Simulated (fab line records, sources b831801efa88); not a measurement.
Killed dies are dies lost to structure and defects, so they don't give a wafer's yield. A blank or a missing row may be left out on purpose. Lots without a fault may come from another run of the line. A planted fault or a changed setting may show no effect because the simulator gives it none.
Chamber matching | flow gf180mcu | GF_CONTACT_CVD_00 on hdpcvd-02: 3 sister chambers
The step deposits SiO2, target thk 300 nm, time 50 s. 6 wafers are shown with their chamber, then 8 later ones without.

WAFERS WITH THEIR CHAMBER
wafer  | chamber | sih4_flow_sccm (sccm)
L206.1 | 2       | 59.72
L208.1 | 2       | 59.84
L211.1 | 0       | 60.13
L211.2 | 1       | 59.58
L211.4 | 1       | 59.62
L210.3 | 0       | 60.00

WAFERS WITHOUT THEIR CHAMBER
wafer  | sih4_flow_sccm (sccm)
L210.4 | 60.21
L210.5 | 60.20
L212.2 | 59.80
L212.3 | 60.05
L212.5 | 60.01
L214.4 | 60.19
L214.5 | 60.19
L214.6 | 59.69

WHICH CHAMBER EACH WENT THROUGH
wafer  | from the rows above     | in truth
L210.4 | 0                       | 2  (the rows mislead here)
L210.5 | 0                       | 0
L212.2 | 2                       | 2
L212.3 | 0                       | 0
L212.5 | 0                       | 0
L214.4 | 0                       | 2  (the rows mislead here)
L214.5 | 0                       | 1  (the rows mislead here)
L214.6 | can't be placed: 1 or 2 | 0
Placed correctly: 4 of 8. Can't be placed from these rows: 1 (the true chamber is among the candidates in 0). Placed wrongly: 3.
How it was worked out, from the rows above alone: a wafer's distance from a chamber is the root of the sum, over the readings, of the square of ((its reading less the chamber's mean) divided by the reading's scatter). The wafer belongs to the nearest chamber; if the next one is less than 2 further off, it can't be placed. A chamber's mean is the mean of its shown wafers. The scatter: the root of (the sum of the squares of (reading less its chamber's mean) over the shown wafers, divided by (wafers less chambers)).
